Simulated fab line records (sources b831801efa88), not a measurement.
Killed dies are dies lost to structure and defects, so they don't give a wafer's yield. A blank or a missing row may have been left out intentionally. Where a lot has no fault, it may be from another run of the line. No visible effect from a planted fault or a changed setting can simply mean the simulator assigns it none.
Which tool was responsible? -- flow sky130 -- 15 lots (45 wafers sampled), 1 step of a 708-step route

WHAT THE GAUGES READ, wafer by wafer
No reading from a measuring or inspecting step in the record can be judged against a usual standard deviation.

WHICH TOOL RAN EACH LOT (tool, then ch and the chambers of the sampled wafers, then the start)
lot,SKY_FIELD_ISO_WET_ETCH_30
L104,"wetBench-02 ch 3, day 2 10:20"
L106,"wetBench-01 ch 2, day 2 21:22"
L108,"wetBench-03 ch 1, day 3 08:45"
L109,"wetBench-03 ch 3, day 3 13:07"
L110,"wetBench-01 ch 0, day 3 18:20"
L111,"wetBench-01 ch 3, day 3 20:29"
L112,"wetBench-03 ch 2, day 4 05:52"
L114,"wetBench-02 ch 2, day 5 03:59"
L115,"wetBench-03 ch 2, day 5 04:45"
L116,"wetBench-03 ch 0, day 5 04:45"
L117,"wetBench-03 ch 0, day 5 11:05"
L119,"wetBench-02 ch 2, day 5 20:41"
L122,"wetBench-03 ch 3, day 6 12:02"
L126,"wetBench-01 ch 2, day 7 07:37"
L127,"wetBench-03 ch 0, day 7 10:18"
- SKY_FIELD_ISO_WET_ETCH_30: etches SiO2 in dHF, target depth 25 nm, time 50 s.

WHAT THE TOOLS THEMSELVES READ (means of the sampled wafers that have a number; where no wafer has one, the mark that the record gives instead)
SKY_FIELD_ISO_WET_ETCH_30. Usual: bathHeatDutyPct 6.3 %, standard deviation 0.83; runLengthS 80 s, standard deviation 3.2.
lot,tool,bathHeatDutyPct (%),runLengthS (s),flag
L104,wetBench-02,6.3,77,
L106,wetBench-01,7.4,83,
L108,wetBench-03,5.6,84,
L109,wetBench-03,7.1,83,
L110,wetBench-01,5.5,83,
L111,wetBench-01,6.0,84,
L112,wetBench-03,6.6,76,
L114,wetBench-02,6.6,83,
L115,wetBench-03,-,-,OFF
L116,wetBench-03,-,-,OFF
L117,wetBench-03,-,-,OFF
L119,wetBench-02,6.7,81,
L122,wetBench-03,6.8,76,
L126,wetBench-01,8.2,77,
L127,wetBench-03,5.9,83,

THE ANSWER, worked out from the rows above alone
Rule: take the mean of a lot's wafers that have a number; if it is more than 3 standard deviations from the usual mean, the lot is off. Also off: a lot with no number at a reading for which 4 or more lots have one. All remaining lots with rows at the step are treated as sound. First the gauges in route order, then the tools' own readings, where a lot's mean is used as printed above. At the first step where some lot is off, the reading lying furthest off is the one used; lots without a number count as furthest.
Off at SKY_FIELD_ISO_WET_ETCH_30 (bathHeatDutyPct): L115, L116, L117. Without a number there: L115, L116, L117.
If a tool, at that step or one of the process steps before it, ran each lot that is off and ran no sound lot following the first of them, it fits. No candidate that was tried fits.

WHAT WAS PUT IN BY THE SIMULATOR
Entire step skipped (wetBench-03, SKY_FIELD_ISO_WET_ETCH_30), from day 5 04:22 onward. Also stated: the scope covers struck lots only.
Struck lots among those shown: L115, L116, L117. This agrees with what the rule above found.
